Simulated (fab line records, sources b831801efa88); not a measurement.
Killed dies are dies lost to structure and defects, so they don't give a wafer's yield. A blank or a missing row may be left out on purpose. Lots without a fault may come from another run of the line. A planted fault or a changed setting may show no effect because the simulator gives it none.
Which tool did it? | flow sky130 | 10 lots, 30 wafers sampled, at 2 steps of a route of 708

WHAT THE GAUGES READ, wafer by wafer
SKY_SPACER_THK_MEAS_01.
lot  | measured     | on            | SPACER_CVD_00_THK (nm)
L197 | day 22 22:44 | film_metro-01 | 42.7 42.6 42.5
L199 | day 24 00:07 | film_metro-01 | 42.6 42.8 42.6
L201 | day 24 16:37 | film_metro-03 | 42.6 42.6 42.9
L200 | day 24 17:50 | film_metro-04 | 43.6 43.3 43.3
L204 | day 25 18:59 | film_metro-04 | 43.0 43.0 43.0
L205 | day 25 20:47 | film_metro-01 | 42.5 42.7 42.9
L206 | day 26 02:49 | film_metro-01 | 43.7 43.0 43.1
L208 | day 26 23:19 | film_metro-04 | 43.1 43.1 43.1
L212 | day 28 01:41 | film_metro-01 | 38.7 39.1 39.1 38.8 39.2 39.1
L213 | day 28 17:28 | film_metro-04 | 39.5 38.6 39.0 39.5 38.6 39.0

WHICH TOOL RAN EACH LOT (tool, then ch and the chambers of the sampled wafers, then the start)
lot  | SKY_SPACER_CVD_00
L197 | lpcvd-02 ch 0, day 22 21:31
L199 | lpcvd-02 ch 0, day 23 22:53
L201 | lpcvd-02 ch 0, day 24 15:25
L200 | lpcvd-02 ch 1, day 24 16:37
L204 | lpcvd-02 ch 0, day 25 17:10
L205 | lpcvd-02 ch 1, day 25 18:59
L206 | lpcvd-02 ch 0, day 26 01:37
L208 | lpcvd-02 ch 1, day 26 21:31
L212 | lpcvd-02 ch 0, day 28 00:28
L213 | lpcvd-02 ch 0, day 28 16:14
- SKY_SPACER_CVD_00: deposits Si3N4 from DCS/NH3, target thk 43.1 nm, time 740 s.

THE ANSWER, worked out from the rows above alone
Rule: what is usual is taken from the lots themselves. Put in order of their means at a reading, lots are off if they are a third of the lots or fewer, leave a main group of 4 or more, and stand apart from it by a gap of 3 or more times the standard deviation of the main group's means; of several such gaps the widest counts. A main group whose means are all the same, to the digits that the tables above print for the reading, isn't used. A lot without any number at a reading at which 4 lots or more have one is off too. The other lots that the step has rows for count as sound.
Off: L212, L213, at SKY_SPACER_THK_MEAS_01 (SPACER_CVD_00_THK). The main group: mean 42.9 nm, standard deviation 0.29.
A tool fits if, at a process step before that reading, it ran every lot that is off, and no sound lot after the first of them. The gauges at SKY_SPACER_THK_MEAS_01 are tried like those tools. One fits: lpcvd-02 at SKY_SPACER_CVD_00. Its last sound lot is L208 (day 26 21:31), its first lot that is off L212 (day 28 00:28): a fault that began between those two fits.

WHAT THE SIMULATOR HAD PUT IN
Process parameter drift: lpcvd-02, from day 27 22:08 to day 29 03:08, at SKY_SPACER_CVD_00. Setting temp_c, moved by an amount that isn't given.
Lots struck among those shown: L212, L213. The rule above found the same.
